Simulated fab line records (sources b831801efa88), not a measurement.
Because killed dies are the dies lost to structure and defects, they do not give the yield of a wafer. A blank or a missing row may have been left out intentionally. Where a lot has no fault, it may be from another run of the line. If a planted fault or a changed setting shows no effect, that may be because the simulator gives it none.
Struck lot and sound lot, side by side :: flow sky130 :: 17 out of 708 route steps
Sound: these wafers, L931.2, L931.3, L931.4. Wafers struck: L938.1, L938.3, L938.5. The cause is named last.
Each step with rows lists, per side, the tool, then ch with its chambers, then its first start. Under that, the readings that differ: sound wafers :: struck wafers :: difference of the means :: sigmas: that difference in standard deviations of wafers without a fault.
alike: readings with means less than 2 such deviations apart, plus words and numbers identical on both sides. not compared: withheld readings, readings lacking a value on some wafer, bounds such as >300 that could conceal the same value, and numbers that have no deviation in the record and whose values overlap.
The two part at a step that has a row with sigmas, a row that says differs or no value, or rows on one side only. When numbers do not overlap yet have no deviation, they are printed without sigmas and do not part them. A reading missing from all wafers of one side parts the sides only when that side holds two or more wafers.

first, 3 steps without rows for these wafers: SKY_VIA3_EXPOSE_09 (exposes mask VIM3, target cd 200 nm); SKY_VIA3_PEB_10; SKY_VIA3_DEVELOP_11 (develop time 60 s).
SKY_VIA3_CD_MEAS_12: the cd target is 200 nm.
  sound on cd sem-01 at day 41 18:20; struck on cd sem-02 at day 43 23:22
  alike: cd nm
SKY_VIA3_OVL_MEAS_13:
  sound on overlay-02 at day 41 18:26; struck on overlay-02 at day 43 23:29
  alike: VIA3_OVL
SKY_VIA3_ETCH_14: etches BARC in N2/H2, stops on SiO2, time 45.9 s, target depth 60 nm.
  sound on rie diel-02 ch 0,3, day 41 18:28; struck on rie diel-03 ch 0,2,3, day 43 23:31
  alike: drypump motor current A, oes product au, throttle valve pct
  not compared: rf hours counter h
SKY_VIA3_ETCH_15: etches SiO2 in C4F8/O2/Ar, stops on TiN, target depth 507 nm, time 78 s.
  sound on rie diel-02 ch 0,3, day 41 18:31; struck on rie diel-03 ch 0,2,3, day 43 23:34
  alike: oes product au
  not compared: rf hours counter h
SKY_VIA3_STRIP_16: strips in O2/N2.
  sound on plasma asher-02 ch 0,1, day 41 18:34; struck on plasma asher-02 ch 0,1, day 43 23:37
  alike: drypump motor current A, oes product au, strip time to endpoint s
  not compared: rf hours counter h
then, 3 steps without rows for these wafers: SKY_VIA3_STRIP_17 (strips in post etch residue remover, time 1200 s); SKY_VIA3_CLEAN_18 (cleans in IPA, time 180 s); SKY_VIA3_CLEAN_19 (cleans in O3/DIW).
SKY_VIA3_SPUTTER_20: material TiN, target thk 20 nm, time 80 s.
  sound on pvd sputter-01 at day 41 19:11; struck on pvd sputter-04 at day 44 00:13
  alike: throttle valve pct
SKY_VIA3_CVD_21: deposits W, target thk 390 nm, time 117.31 s.
  sound on cvd w-02 ch 0,1, day 41 19:14; struck on cvd w-02 ch 1, day 44 00:17
reading: model.W_of_VIA3_CVD_21.thk nm (nm)
sound: 397.1 393.2 400.2
struck: 204.2 208.2 207.1
difference: -190.3
sigmas: 
  alike: heater power w
SKY_VIA3_RS_MEAS_22: uses a four-point probe to measure.
  sound on film metro-01 at day 41 19:23; struck on film metro-04 at day 44 00:25
reading: VIA3_W_RS (ohm/sq)
sound: 0.2879 0.2911 0.2859
struck: 0.5661 0.5542 0.5585
difference: +0.2713
sigmas: +99 or more
SKY_VIA3_THK_MEAS_23: measures by xrf.
  sound on film metro-01 at day 41 19:29; struck on film metro-04 at day 44 00:32
reading: VIA3_W_THK (nm)
sound: 396 391 399
struck: 204 207 205
difference: -190
sigmas: -41
SKY_VIA3_CMP_24: polishes, stops on SiO2, t overpolish 20 s, target thk 0 nm.
  sound on cmp-02 ch 0,1,2, day 41 19:35; struck on cmp-02 ch 0,1,2, day 44 00:41
reading: time to endpoint s (s)
sound: 99 91 92
struck: 52 46 51
difference: -44
sigmas: -13
  alike: motor current A, platen rpm
SKY_METAL4_SPUTTER_00: material Ti, target thk 15 nm, time 10 s.
  sound on pvd sputter-01 at day 41 19:50; struck on pvd sputter-01 at day 44 00:53
  alike: throttle valve pct

== WHERE THEY PART ==
At SKY_VIA3_RS_MEAS_22 first; at SKY_VIA3_CMP_24 last (within this record only). Later steps at which nothing parts them and some readings are alike: SKY_METAL4_SPUTTER_00.

WHY: the cause the simulator had injected
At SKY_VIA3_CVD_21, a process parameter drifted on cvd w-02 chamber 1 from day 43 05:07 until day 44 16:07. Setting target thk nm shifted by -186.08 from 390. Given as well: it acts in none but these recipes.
